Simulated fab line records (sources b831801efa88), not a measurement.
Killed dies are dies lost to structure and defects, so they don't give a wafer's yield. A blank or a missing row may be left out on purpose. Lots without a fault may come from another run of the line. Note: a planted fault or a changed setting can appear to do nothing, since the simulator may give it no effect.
fab line records	flow sky130
record: lots: 12	wafers: 36	lastDay: 50
route steps=708 shown SD_N@356 CONTACT@410 VIA1@474
lots with no fault: from the same line, run without faults
startH: start of the lot's first displayed wafer, in hours after the record's first day	waitH: hours elapsed since this lot's preceding step	" the same as in the row above	L1.1+2: a row that stands for several wafers	- no value present, or no start provided	* or withheld: withheld	< > ~ a bound
route shown NAME@n: a module of which the file shows steps, and the number in the route of the first	usual: mean/standard deviation of fault-free wafers	same: alike in all rows	chamber/n: place in a boat	sites: the reading at each site	_std_site: how widely they spread, as a standard deviation	_edge_site: mean of outer sites minus mean of inner sites	radiusMm: how far each site lies from the wafer's centre	mask NAME#n: copy n	behind: tool/chamber where the wafer was last shaped	hold: what put the lot on hold/how long, in hours/how the hold closed	device: the n, p or np transistor that did not switch	end of line: at the end of the route, the tests of the same wafers	where a step has no rows: the recipe by itself	killed: dies lost to structure and defects at the first sort, not the wafer's yield	map: per-die view of a wafer (x killed, . not killed, _ where there is no die)
set.NAME: the setting the step ran with; set.NAME@STEP: the setting that earlier step ran with	model.NAME: the simulator's own value behind a step, which no gauge read
route steps across a sampled set of lots; one table per step, one row per wafer
services: from which hour (startH, from the record's first day; less than 0 if before it) a tool's chamber was out of use, for how many hours, and why
== steps ==
step: SKY_SD_N_RTA_14
recipe: tempC: 1075	timeS: 2	idleTempC: 650	rampUpCPerS: 150	rampDownCPerS: 90	ambient: N2
usual: lampPowerPct: 15.74/0.049	rampDownCPerS: 90.002/0.017	rampUpCPerS: 150.00/0.027	wafer_temp_C_max: 1078.0/1.3
lot.wafer	tool	chamber	startH	waitH	lampPowerPct	rampDownCPerS	rampUpCPerS	wafer_temp_C_max
L136.1	rtpAnneal-01	0	678.41	0.0	15.72	89.999	150.00	1077.4
L136.5	"	0	"	"	15.82	90.009	149.99	1077.2
L136.6	"	0	"	"	15.69	89.991	150.00	1077.3
L137.1	rtpAnneal-02	0	680.76	0.0	15.73	90.006	150.02	1076.8
L137.2	"	0	"	"	15.70	89.983	149.97	1077.6
L137.6	"	0	"	"	15.72	90.001	149.95	1082.7
L138.2	rtpAnneal-01	0	684.52	0.0	15.69	89.989	150.01	1079.6
L138.3	"	0	"	"	15.85	90.024	149.98	1079.6
L138.5	"	0	"	"	15.75	89.986	150.01	1078.0
L141.2	rtpAnneal-02	0	709.87	0.0	15.77	90.012	150.02	1078.7
L141.3	"	0	"	"	15.76	89.992	150.03	1078.0
L141.6	"	0	"	"	15.73	90.031	150.02	1077.3
L142.3	rtpAnneal-01	0	722.23	0.0	15.72	89.989	149.97	1080.9
L142.5	"	0	"	"	15.75	90.018	150.01	1077.4
L142.6	"	0	"	"	15.69	90.011	149.99	1078.2
L143.1	rtpAnneal-02	0	732.31	0.0	15.71	90.000	149.96	1078.3
L143.5	"	0	"	"	15.76	89.968	149.99	1076.3
L143.6	"	0	"	"	15.73	89.961	150.01	1079.4
L144.1	rtpAnneal-01	0	739.31	0.0	15.76	90.007	150.01	1076.3
L144.3	"	0	"	"	15.80	89.982	149.96	1078.1
L144.4	"	0	"	"	15.73	89.987	150.02	1079.6
L145.1	rtpAnneal-02	0	750.36	0.0	15.70	90.016	149.99	1075.3
L145.3	"	0	"	"	15.72	90.020	150.01	1077.0
L145.5	"	0	"	"	15.76	90.021	149.99	1077.4
L146.3	rtpAnneal-01	0	750.58	0.0	15.73	90.003	150.02	1077.3
L146.5	"	0	"	"	15.79	89.978	150.01	1082.6
L146.6	"	0	"	"	15.78	90.009	149.98	1077.8
L149.1	rtpAnneal-02	0	768.26	0.0	15.80	90.000	150.01	1079.1
L149.3	"	0	"	"	15.66	90.003	150.02	1078.0
L149.5	"	0	"	"	15.75	89.984	150.05	1078.0
L151.1	rtpAnneal-02	0	787.46	0.0	15.67	90.007	150.00	1077.7
L151.5	"	0	"	"	15.72	90.016	150.01	1078.3
L151.6	"	0	"	"	15.76	89.981	149.99	1077.8
L156.1	rtpAnneal-01	0	820.31	0.0	15.67	90.008	149.94	1078.7
L156.2	"	0	"	"	15.67	90.030	150.00	1077.1
L156.3	"	0	"	"	15.64	90.004	149.98	1076.7
step: SKY_CONTACT_CMP_04
recipe: material: SiO2	downForcePsi: 4	platenRpm: 60	padVelocityMS: 0.94248
usual: headPressurePsi: 4.001/0.0097	motorCurrentA: 12.8/1	slurryFlowMlMin: 150.0/0.44	timeToEndpointS: 81/5.5
lot.wafer	tool	chamber	startH	waitH	headPressurePsi	motorCurrentA	slurryFlowMlMin	timeToEndpointS
L136.1	cmp-01	0	738.93	0.2	4.002	12.4	150.0	84
L136.6	"	1	"	"	3.990	13.9	150.6	83
L136.5	"	2	"	"	3.988	12.5	150.0	78
L137.1	cmp-01	0	740.73	0.1	4.009	12.1	150.3	81
L137.2	"	1	"	"	3.991	13.2	150.2	71
L137.6	"	2	"	"	4.000	13.3	150.2	88
L138.2	cmp-01	1	744.08	0.1	4.000	13.4	150.2	75
L138.3	"	2	"	"	3.994	13.0	150.2	86
L138.5	"	0	"	"	3.994	11.8	149.6	86
L141.2	cmp-01	1	768.88	0.0	4.017	13.0	150.0	76
L141.3	"	3	"	"	3.983	12.7	149.1	76
L141.6	"	1	"	"	4.013	13.1	149.7	69
L142.3	cmp-01	0	779.58	0.3	4.008	12.6	149.4	84
L142.6	"	3	"	"	4.003	13.2	150.0	79
L142.5	"	0	"	"	4.003	12.2	150.0	83
L143.1	cmp-02	1	790.38	0.1	3.993	12.7	149.7	82
L143.5	"	1	"	"	4.009	12.3	150.1	80
L143.6	"	2	"	"	3.982	12.6	150.4	77
L144.4	cmp-01	3	797.89	0.0	4.007	12.3	150.5	87
L144.1	"	1	"	"	3.983	12.9	149.8	79
L144.3	"	2	"	"	3.992	13.0	150.5	84
L145.1	cmp-02	2	808.66	0.1	3.980	12.6	149.7	76
L145.3	"	3	"	"	4.016	10.2	150.3	75
L145.5	"	3	"	"	4.017	10.4	149.7	73
L146.3	cmp-01	1	808.68	0.0	4.016	13.5	149.7	81
L146.6	"	1	"	"	4.005	13.1	149.5	75
L146.5	"	2	"	"	4.008	13.1	150.9	88
L149.3	cmp-01	3	825.58	0.0	3.241	11.4	150.2	96
L149.1	"	1	"	"	3.196	11.9	150.4	94
L149.5	"	0	"	"	3.216	10.2	149.7	99
L151.1	cmp-01	3	844.54	0.1	3.201	11.8	150.1	97
L151.6	"	3	"	"	3.207	11.3	149.8	94
L151.5	"	0	"	"	3.232	11.0	150.9	100
L156.3	cmp-02	3	875.91	0.0	4.002	10.7	150.0	79
L156.1	"	1	"	"	4.006	12.8	150.3	83
L156.2	"	2	"	"	3.999	12.6	150.0	81
step: SKY_VIA1_STRIP_16
recipe: chemistry: O2/N2	powerW: 1400	pressureMtorr: 1500	platenTempC: withheld	o2FlowSccm: 3000	n2FlowSccm: 300	overashFraction: 0.5
usual: chamberPressureMTorr: 1500.0/1.4	drypumpMotorCurrentA: 5.6/0.44	n2FlowSccm: 300.2/0.84	oesProductAu: 0.416/0.0044	stripTimeToEndpointS: 4.462/0.028
lot.wafer	tool	chamber	startH	waitH	chamberPressureMTorr	drypumpMotorCurrentA	n2FlowSccm	oesProductAu	rfHoursCounterH	stripTimeToEndpointS
L136.1	plasmaAsher-02	1	823.44	0.0	1498.3	6.4	300.5	0.415	8	4.483
L136.5	"	1	"	"	1503.2	6.5	300.6	0.419	-	4.450
L136.6	"	0	"	"	1501.7	6.3	300.1	0.416	-	4.429
L137.1	plasmaAsher-04	0	825.14	0.0	1499.3	5.2	300.6	0.420	94	4.508
L137.2	"	1	"	"	1498.9	5.7	299.4	0.421	94	4.456
L137.6	"	0	"	"	1497.8	5.1	300.9	0.415	-	4.503
L138.2	plasmaAsher-04	1	828.04	0.0	1497.7	5.7	300.0	0.415	94	4.436
L138.3	"	0	"	"	1500.0	5.1	299.3	0.420	-	4.489
L138.5	"	0	"	"	1500.5	5.1	299.3	0.409	-	4.417
L141.2	plasmaAsher-02	1	851.64	0.0	1498.5	6.4	299.6	0.417	11	4.484
L141.3	"	0	"	"	1497.6	6.2	301.0	0.417	-	4.503
L141.6	"	0	"	"	1498.1	6.3	301.8	0.415	-	4.483
L142.3	plasmaAsher-04	0	862.24	0.1	1498.9	5.1	299.6	0.423	-	4.500
L142.5	"	0	"	"	1498.9	5.1	299.1	0.419	-	4.494
L142.6	"	1	"	"	1499.6	5.7	300.8	0.417	-	4.479
L143.1	plasmaAsher-04	1	874.54	0.0	1500.8	5.7	300.5	0.412	99	4.453
L143.5	"	1	"	"	1502.2	5.7	300.6	0.417	-	4.473
L143.6	"	0	"	"	1498.4	5.1	300.2	0.417	-	4.452
L144.1	plasmaAsher-04	0	881.20	0.0	1498.7	5.1	300.1	0.423	100	4.471
L144.3	"	1	"	"	1501.4	5.7	301.2	0.410	-	4.477
L144.4	"	0	"	"	1502.2	5.2	299.6	0.420	-	4.498
L145.1	plasmaAsher-02	0	891.69	0.0	1501.6	6.3	300.3	0.417	14	4.438
L145.3	"	0	"	"	1499.6	6.3	301.3	0.413	-	4.455
L145.5	"	0	"	"	1501.0	6.3	300.6	0.410	-	4.438
L146.3	plasmaAsher-03	1	892.07	0.1	1501.1	5.7	300.0	0.411	-	4.454
L146.5	"	1	"	"	1499.3	5.7	300.3	0.424	-	4.468
L146.6	"	0	"	"	1498.2	5.3	300.0	0.413	-	4.431
L149.1	plasmaAsher-03	1	907.30	0.0	1499.4	5.7	299.5	0.420	48	4.452
L149.3	"	0	"	"	1499.4	5.3	299.5	0.420	-	4.475
L149.5	"	1	"	"	1502.5	5.7	299.1	0.413	-	4.468
L151.1	plasmaAsher-04	1	925.19	0.0	1500.9	5.7	301.3	0.412	104	4.493
L151.5	"	0	"	"	1498.6	5.1	298.7	0.410	-	4.431
L151.6	"	1	"	"	1499.5	5.7	300.9	0.419	-	4.427
L156.1	plasmaAsher-03	1	955.45	0.0	1499.6	5.7	298.7	0.421	53	4.445
L156.2	"	0	"	"	1500.2	5.3	299.6	0.415	53	4.470
L156.3	"	1	"	"	1500.2	5.7	299.2	0.409	-	4.464
step: SKY_VIA1_CVD_21
recipe: material: W	targetThkNm: 270	timeS: 80.902	tempC: 400	pressureTorr: 40
usual: heaterPowerW: 864/51
lot.wafer	tool	chamber	startH	waitH	heaterPowerW
L136.1	cvdW-01	0	824.21	0.0	797
L136.5	"	1	"	"	957
L136.6	"	0	"	"	777
L137.1	cvdW-02	0	825.93	0.0	899
L137.2	"	1	"	"	848
L137.6	"	1	"	"	859
L138.2	cvdW-01	0	828.79	0.0	816
L138.3	"	1	"	"	960
L138.5	"	1	"	"	951
L141.2	cvdW-01	0	852.29	0.0	774
L141.3	"	1	"	"	962
L141.6	"	0	"	"	791
L142.3	cvdW-01	0	862.92	0.1	804
L142.5	"	0	"	"	802
L142.6	"	1	"	"	957
L143.1	cvdW-02	1	875.20	0.0	870
L143.5	"	1	"	"	855
L143.6	"	0	"	"	881
L144.1	cvdW-02	1	881.85	0.0	855
L144.3	"	1	"	"	855
L144.4	"	0	"	"	878
L145.1	cvdW-01	0	892.37	0.0	794
L145.3	"	0	"	"	793
L145.5	"	1	"	"	937
L146.3	cvdW-02	1	892.72	0.1	877
L146.5	"	0	"	"	854
L146.6	"	1	"	"	846
L149.1	cvdW-02	1	908.01	0.0	867
L149.3	"	0	"	"	865
L149.5	"	0	"	"	887
L151.1	cvdW-02	1	925.85	0.0	889
L151.5	"	0	"	"	886
L151.6	"	1	"	"	858
L156.1	cvdW-01	0	956.11	0.0	791
L156.2	"	0	"	"	783
L156.3	"	0	"	"	771
== services ==
tool	chamber	startH	hours	kind
cvdW-02	-	667.56	1.1	repair
cvdW-02	-	687.85	2.1	repair
rtpAnneal-02	-	718.28	6.7	pm
plasmaAsher-02	-	733.77	9.0	pm
cmp-02	-	735.17	1.9	repair
cmp-01	-	736.00	1.0	repair
cmp-01	-	744.33	4.0	pm
cmp-01	-	748.33	7.8	pm
cvdW-01	1	757.15	3.4	repair
plasmaAsher-04	-	761.56	10.7	repair
cvdW-02	-	804.69	0.3	repair
plasmaAsher-04	-	806.85	2.8	pm
cvdW-01	-	812.89	1.3	repair
cmp-01	-	837.09	6.3	pm
plasmaAsher-04	-	843.59	2.9	repair
cmp-01	-	846.65	2.5	repair
cmp-01	-	851.60	1.3	repair
rtpAnneal-02	-	865.38	9.0	pm
plasmaAsher-04	-	890.12	5.9	repair
cvdW-01	-	904.00	14.0	pm
cvdW-02	-	904.61	1.0	repair
cmp-01	-	913.18	1.4	repair
rtpAnneal-02	-	924.82	0.8	pm
cvdW-01	1	955.17	20.8	repair
== key ==
firstSign: step: SKY_CONTACT_CMP_04	reading: headPressurePsi	direction: down	sigmas: 81	usual: 4.001	struck: 3.216
effect: step: SKY_CONTACT_CMP_04	reading: timeToEndpointS	direction: up	sigmas: 2.8	usual: *	struck: *
metAt SKY_CONTACT_CMP_04
struckLots L149,L151
testerLeftOut L149,L151
notActingAt SKY_SD_N_RTA_14,SKY_VIA1_STRIP_16,SKY_VIA1_CVD_21
onsetBetween 808.68 825.58
fault: kind: processParameterDrift	tool: cmp-01	chamber: -	onsetH: 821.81	steps: SKY_CONTACT_CMP_04	channel: downForcePsi	offset: -0.78218	shape: step	endH: 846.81	actsIn: theseRecipesOnly	stated: 4
testerLeftOut: of these lots the tester's yield and bins aren't shown, on N5 and GAA mostly nor the transistor test; their killed dies are dies lost to structure and defects alone, not to doping, threshold or leakage, so they don't give the yield
